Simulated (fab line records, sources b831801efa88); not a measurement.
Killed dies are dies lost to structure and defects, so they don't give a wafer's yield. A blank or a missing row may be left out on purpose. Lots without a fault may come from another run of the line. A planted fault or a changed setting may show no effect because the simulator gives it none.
Which tool did it? | flow sfq_line | 13 lots, 39 wafers sampled, at 3 steps of a route of 325

WHAT THE GAUGES READ, wafer by wafer
The record holds no reading of a measuring or inspecting step that can be judged against a usual standard deviation.

WHICH TOOL RAN EACH LOT (tool, then ch and the chambers of the sampled wafers, then the start)
lot  | SFQ_TRILAYER_I0_CMP_CMP_028   | SFQ_TRILAYER_I0_METRO_MEASURE_029 | SFQ_TRILAYER_I0_VIA_ETCH_VIA_ETCH_034
L375 | cmp-01 ch 0,1,3, day 8 21:35  | film_metro-01, day 9 00:54        | rie_diel-04 ch 0,1,3, day 13 11:29
L377 | cmp-02 ch 0,1,3, day 9 11:11  | film_metro-02, day 9 14:18        | rie_diel-02 ch 0,2,3, day 14 02:22
L379 | cmp-01 ch 1,2, day 9 20:07    | film_metro-03, day 9 23:26        | rie_diel-02 ch 0,1,2, day 14 14:22
L380 | cmp-01 ch 0,2,3, day 10 06:03 | film_metro-01, day 10 08:52       | rie_diel-01 ch 0,1,2, day 14 22:46
L382 | cmp-02 ch 2,3, day 10 09:23   | film_metro-03, day 10 12:30       | rie_diel-02 ch 1,2, day 15 04:46
L388 | cmp-02 ch 0,1,3, day 12 02:11 | film_metro-01, day 12 05:30       | rie_diel-02 ch 0,2,3, day 17 01:46
L390 | cmp-01 ch 0,2, day 12 13:26   | film_metro-03, day 12 16:34       | rie_diel-01 ch 0,1,2, day 17 11:22
L391 | cmp-01 ch 1,2,3, day 12 23:23 | film_metro-01, day 13 02:07       | rie_diel-01 ch 1,2, day 17 18:34
L394 | cmp-01 ch 2,3, day 18 20:47   | film_metro-01, day 18 23:24       | rie_diel-02 ch 0,2,3, day 19 02:56
L395 | cmp-02 ch 1,2,3, day 19 03:04 | film_metro-03, day 19 06:11       | rie_diel-04 ch 0,2, day 19 10:08
L396 | cmp-02 ch 1,2,3, day 19 15:04 | film_metro-02, day 19 18:11       | rie_diel-01 ch 1,2,3, day 20 00:20
L397 | cmp-02 ch 1,2,3, day 19 18:04 | film_metro-03, day 19 21:23       | rie_diel-04 ch 0,1,2, day 20 02:44
L398 | cmp-01 ch 0,3, day 19 23:17   | film_metro-02, day 20 02:36       | rie_diel-01 ch 0,1,2, day 20 05:56
- SFQ_TRILAYER_I0_CMP_CMP_028: polishes SiO2.
- SFQ_TRILAYER_I0_METRO_MEASURE_029
- SFQ_TRILAYER_I0_VIA_ETCH_VIA_ETCH_034: etches SiO2 in CHF3, stops on Nb, target depth 260 nm.

WHAT THE TOOLS THEMSELVES READ (means of the sampled wafers that have a number; where no wafer has one, the mark that the record gives instead)
SFQ_TRILAYER_I0_CMP_CMP_028.
lot  | tool   | motor_current_A (A) | platen_rpm (rpm) | time_to_endpoint_s (s)
L375 | cmp-01 | 9.5                 | 60.02            | 220
L377 | cmp-02 | 11.8                | 59.98            | 207
L379 | cmp-01 | 10.1                | 60.00            | 208
L380 | cmp-01 | 9.9                 | 59.99            | 212
L382 | cmp-02 | 11.5                | 60.02            | 210
L388 | cmp-02 | 11.7                | 60.04            | 223
L390 | cmp-01 | 9.1                 | 60.05            | 214
L391 | cmp-01 | 10.2                | 60.01            | 214
L394 | cmp-01 | 10.0                | 59.99            | 217
L395 | cmp-02 | 11.4                | 60.01            | 217
L396 | cmp-02 | 11.2                | 59.99            | 216
L397 | cmp-02 | 11.3                | 60.01            | 211
L398 | cmp-01 | 9.7                 | 59.99            | 216

SFQ_TRILAYER_I0_METRO_MEASURE_029.
lot  | tool          | thk_nm (nm)
L375 | film_metro-01 | 200.2
L377 | film_metro-02 | 198.4
L379 | film_metro-03 | 197.9
L380 | film_metro-01 | 198.4
L382 | film_metro-03 | 199.0
L388 | film_metro-01 | 183.4
L390 | film_metro-03 | 198.3
L391 | film_metro-01 | 198.7
L394 | film_metro-01 | 199.2
L395 | film_metro-03 | 199.6
L396 | film_metro-02 | 199.1
L397 | film_metro-03 | 199.1
L398 | film_metro-02 | 201.9

SFQ_TRILAYER_I0_VIA_ETCH_VIA_ETCH_034.
lot  | tool        | drypump_motor_current_A (A) | oes_product_au (a.u.)
L375 | rie_diel-04 | 6.1                         | 0.853
L377 | rie_diel-02 | 5.7                         | 0.848
L379 | rie_diel-02 | 5.4                         | 0.848
L380 | rie_diel-01 | 5.7                         | 0.852
L382 | rie_diel-02 | 5.2                         | 0.857
L388 | rie_diel-02 | 5.7                         | 0.814
L390 | rie_diel-01 | 5.7                         | 0.852
L391 | rie_diel-01 | 5.9                         | 0.850
L394 | rie_diel-02 | 5.7                         | 0.857
L395 | rie_diel-04 | 6.1                         | 0.852
L396 | rie_diel-01 | 5.6                         | 0.853
L397 | rie_diel-04 | 5.9                         | 0.855
L398 | rie_diel-01 | 5.7                         | 0.863

THE ANSWER, worked out from the rows above alone
Rule: what is usual is taken from the lots themselves. Put in order of their means at a reading, lots are off if they are a third of the lots or fewer, leave a main group of 4 or more, and stand apart from it by a gap of 3 or more times the standard deviation of the main group's means; of several such gaps the widest counts. A main group whose means are all the same, to the digits that the tables above print for the reading, isn't used. A lot without any number at a reading at which 4 lots or more have one is off too. The other lots that the step has rows for count as sound. The gauges are gone through in route order, then the tools' own readings, and for those a lot's mean is taken as printed above. The first step at which some lot is off is used, and at that step the reading that is off furthest; a lot without a number counts as furthest.
Off: L388, at SFQ_TRILAYER_I0_METRO_MEASURE_029 (thk_nm). The main group: mean 199.2 nm, standard deviation 1.
A tool fits if, at that step or a process step before it, it ran every lot that is off, and no sound lot after the first of them. None of those tried fits.

WHAT THE SIMULATOR HAD PUT IN
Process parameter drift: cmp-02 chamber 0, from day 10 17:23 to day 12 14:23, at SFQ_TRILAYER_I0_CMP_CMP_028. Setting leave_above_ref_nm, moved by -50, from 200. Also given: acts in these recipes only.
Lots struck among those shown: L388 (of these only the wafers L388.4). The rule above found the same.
